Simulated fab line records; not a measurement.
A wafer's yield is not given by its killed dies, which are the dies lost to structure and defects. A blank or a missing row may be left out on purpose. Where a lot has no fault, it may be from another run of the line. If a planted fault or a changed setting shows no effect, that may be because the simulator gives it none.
What tool caused it? + flow sky130 + 12 lots, 36 wafers sampled, at 4 steps of a route of 708

## WHAT EACH GAUGE READ, for each wafer
SKY_CONTACT_BOW_MEAS_05. Usual: for CONTACT_BOW the level is 80 um and the standard deviation is 7.6.
| lot  | measured     | on           | CONTACT_BOW (um) | flag |
|------|--------------|--------------|------------------|------|
| L379 | day 30 13:41 | filmMetro-02 | 82 63 69         |      |
| L382 | day 31 05:50 | filmMetro-01 | 80 83 94         |      |
| L383 | day 31 15:40 | filmMetro-01 | 88 83 83         |      |
| L386 | day 32 23:39 | filmMetro-02 | 74 87 78         |      |
| L391 | day 34 23:19 | filmMetro-01 | 100 97 92 - - -  |      |
| L390 | day 35 02:04 | filmMetro-03 | 101 87 94 - - -  |      |
| L393 | day 35 20:21 | filmMetro-02 | 109 94 87 - - -  |      |
| L396 | day 36 11:57 | filmMetro-02 | 79 93 83         |      |
| L397 | day 36 13:25 | filmMetro-02 | 80 94 95         |      |
| L398 | day 36 21:18 | filmMetro-02 | 71 76 79         |      |
| L399 | day 36 22:20 | filmMetro-02 | 84 88 60         |      |
| L401 | day 37 12:55 | filmMetro-02 | 84 77 90         |      |

## WHAT TOOL EACH LOT RAN ON (gives the tool, then ch and the chambers of the sampled wafers, and finally the start)
| lot  | SKY_LOCAL_INTERCONNECT_ETCH_13   | SKY_LOCAL_INTERCONNECT_STRIP_15     | SKY_CONTACT_CMP_04            |
|------|----------------------------------|-------------------------------------|-------------------------------|
| L379 | rieMetal-03 ch 1, day 30 12:18   | plasmaAsher-02 ch 0,1, day 30 12:32 | cmp-02 ch 0,1, day 30 13:23   |
| L382 | rieMetal-03 ch 1, day 31 04:30   | plasmaAsher-02 ch 0,1, day 31 04:44 | cmp-01 ch 0,2,3, day 31 05:38 |
| L383 | rieMetal-04 ch 0,1, day 31 14:23 | plasmaAsher-04 ch 0,1, day 31 14:31 | cmp-01 ch 0,1, day 31 15:25   |
| L386 | rieMetal-03 ch 0,1, day 32 22:18 | plasmaAsher-04 ch 0,1, day 32 22:25 | cmp-01 ch 0,2,3, day 32 23:23 |
| L391 | rieMetal-04 ch 0,1, day 34 22:02 | plasmaAsher-04 ch 0,1, day 34 22:09 | cmp-01 ch 0,1, day 34 23:01   |
| L390 | rieMetal-03 ch 0,1, day 35 00:48 | plasmaAsher-03 ch 0,1, day 35 00:55 | cmp-01 ch 0,2, day 35 01:46   |
| L393 | rieMetal-04 ch 0,1, day 35 18:54 | plasmaAsher-02 ch 0,1, day 35 19:01 | cmp-02 ch 0,3, day 35 20:05   |
| L396 | rieMetal-01 ch 0,1, day 36 10:41 | plasmaAsher-03 ch 0,1, day 36 10:48 | cmp-02 ch 1,2, day 36 11:42   |
| L397 | rieMetal-04 ch 0,1, day 36 12:09 | plasmaAsher-03 ch 0,1, day 36 12:16 | cmp-01 ch 2,3, day 36 13:07   |
| L398 | rieMetal-04 ch 0,1, day 36 19:40 | plasmaAsher-04 ch 0,1, day 36 19:47 | cmp-01 ch 0,1,2, day 36 21:00 |
| L399 | rieMetal-03 ch 0,1, day 36 21:04 | plasmaAsher-03 ch 0,1, day 36 21:12 | cmp-02 ch 2,3, day 36 22:02   |
| L401 | rieMetal-03 ch 0,1, day 37 10:48 | plasmaAsher-02 ch 0,1, day 37 10:55 | cmp-01 ch 0,1,3, day 37 12:37 |
- SKY_LOCAL_INTERCONNECT_ETCH_13: etches BARC in N2/H2, stops on SiO2, time 45.9 s, target depth 60 nm.
- SKY_LOCAL_INTERCONNECT_STRIP_15: strips in O2/N2.
- SKY_CONTACT_CMP_04: polishes SiO2.

## WHAT THE TOOLS THEMSELVES READ (means of the sampled wafers that have a number; where no wafer has one, the mark that the record gives instead)
SKY_LOCAL_INTERCONNECT_ETCH_13. Usual: drypumpMotorCurrentA 5.6 A, standard deviation 0.4; oesProductAu 0.854 a.u., standard deviation 0.0045; throttleValvePct 13.226 %, standard deviation 0.0088.
| lot  | tool        | drypumpMotorCurrentA (A) | oesProductAu (a.u.) | throttleValvePct (%) | flag |
|------|-------------|--------------------------|---------------------|----------------------|------|
| L379 | rieMetal-03 | 5.9                      | 0.852               | 13.220               |      |
| L382 | rieMetal-03 | 5.9                      | 0.856               | 13.220               |      |
| L383 | rieMetal-04 | 5.9                      | 0.850               | 13.229               |      |
| L386 | rieMetal-03 | 5.2                      | 0.854               | 13.221               |      |
| L391 | rieMetal-04 | 5.7                      | 0.855               | 13.226               |      |
| L390 | rieMetal-03 | 5.6                      | 0.856               | 13.221               |      |
| L393 | rieMetal-04 | 5.9                      | 0.853               | 13.228               |      |
| L396 | rieMetal-01 | 5.3                      | 0.851               | 13.228               |      |
| L397 | rieMetal-04 | 5.7                      | 0.857               | 13.236               |      |
| L398 | rieMetal-04 | 5.8                      | 0.860               | 13.232               |      |
| L399 | rieMetal-03 | 5.6                      | 0.855               | 13.230               |      |
| L401 | rieMetal-03 | 5.2                      | 0.854               | 13.227               |      |

SKY_LOCAL_INTERCONNECT_STRIP_15. Usual: drypumpMotorCurrentA 5.6 A, standard deviation 0.35; oesProductAu 0.426 a.u., standard deviation 0.0045; stripTimeToEndpointS 4.713 s, standard deviation 0.018.
| lot  | tool           | drypumpMotorCurrentA (A) | oesProductAu (a.u.) | stripTimeToEndpointS (s) | flag |
|------|----------------|--------------------------|---------------------|--------------------------|------|
| L379 | plasmaAsher-02 | 5.5                      | 0.426               | 4.690                    |      |
| L382 | plasmaAsher-02 | 5.5                      | 0.426               | 4.710                    |      |
| L383 | plasmaAsher-04 | 5.2                      | 0.423               | 4.707                    |      |
| L386 | plasmaAsher-04 | 5.1                      | 0.425               | 4.697                    |      |
| L391 | plasmaAsher-04 | 5.1                      | 0.420               | 4.733                    |      |
| L390 | plasmaAsher-03 | 6.0                      | 0.428               | 4.705                    |      |
| L393 | plasmaAsher-02 | 5.6                      | 0.427               | 4.724                    |      |
| L396 | plasmaAsher-03 | 5.9                      | 0.425               | 4.744                    |      |
| L397 | plasmaAsher-03 | 5.9                      | 0.431               | 4.709                    |      |
| L398 | plasmaAsher-04 | 5.1                      | 0.424               | 4.704                    |      |
| L399 | plasmaAsher-03 | 5.9                      | 0.427               | 4.705                    |      |
| L401 | plasmaAsher-02 | 5.5                      | 0.425               | 4.695                    |      |

SKY_CONTACT_CMP_04. Usual: edgeZonePressureFrac 0.999, standard deviation 0.0049; headPressurePsi 3.998 psi, standard deviation 0.0092; motorCurrentA 12.7 A, standard deviation 0.87; timeToEndpointS 84 s, standard deviation 3.9.
| lot  | tool   | edgeZonePressureFrac | headPressurePsi (psi) | motorCurrentA (A) | timeToEndpointS (s) | flag |
|------|--------|----------------------|-----------------------|-------------------|---------------------|------|
| L379 | cmp-02 | 1.001                | 3.989                 | 12.5              | 80                  |      |
| L382 | cmp-01 | 1.004                | 4.000                 | 13.0              | 85                  |      |
| L383 | cmp-01 | 0.996                | 4.010                 | 12.3              | 88                  |      |
| L386 | cmp-01 | 0.997                | 3.995                 | 13.2              | 83                  |      |
| L391 | cmp-01 | -                    | -                     | -                 | -                   | OFF  |
| L390 | cmp-01 | -                    | -                     | -                 | -                   | OFF  |
| L393 | cmp-02 | -                    | -                     | -                 | -                   | OFF  |
| L396 | cmp-02 | 1.000                | 3.994                 | 13.2              | 84                  |      |
| L397 | cmp-01 | 0.999                | 3.993                 | 12.9              | 83                  |      |
| L398 | cmp-01 | 1.002                | 3.994                 | 12.5              | 83                  |      |
| L399 | cmp-02 | 0.995                | 3.997                 | 12.2              | 82                  |      |
| L401 | cmp-01 | 0.998                | 4.006                 | 13.1              | 86                  |      |

## THE ANSWER, worked out from the rows above alone
Rule: a lot is off if the mean of its wafers that have a number lies more than 3 standard deviations from the usual mean. A lot without any number at a reading at which 4 lots or more have one is off too. Where the step has rows for the other lots, those lots are counted as sound. Order of review: gauges by route order, followed by the tools' own readings, for which a lot's mean as printed above is used. The first step at which some lot is off is used, and at that step the reading that is off furthest; a lot without a number counts as furthest.
Off, at SKY_CONTACT_CMP_04 on edgeZonePressureFrac: L391, L390, L393. Without a number there: L391, L390, L393.
A tool fits if, at that step or a process step before it, it ran every lot that is off, and no sound lot after the first of them. Not one of the candidates tried fits.

## WHAT WAS PUT IN BY THE SIMULATOR
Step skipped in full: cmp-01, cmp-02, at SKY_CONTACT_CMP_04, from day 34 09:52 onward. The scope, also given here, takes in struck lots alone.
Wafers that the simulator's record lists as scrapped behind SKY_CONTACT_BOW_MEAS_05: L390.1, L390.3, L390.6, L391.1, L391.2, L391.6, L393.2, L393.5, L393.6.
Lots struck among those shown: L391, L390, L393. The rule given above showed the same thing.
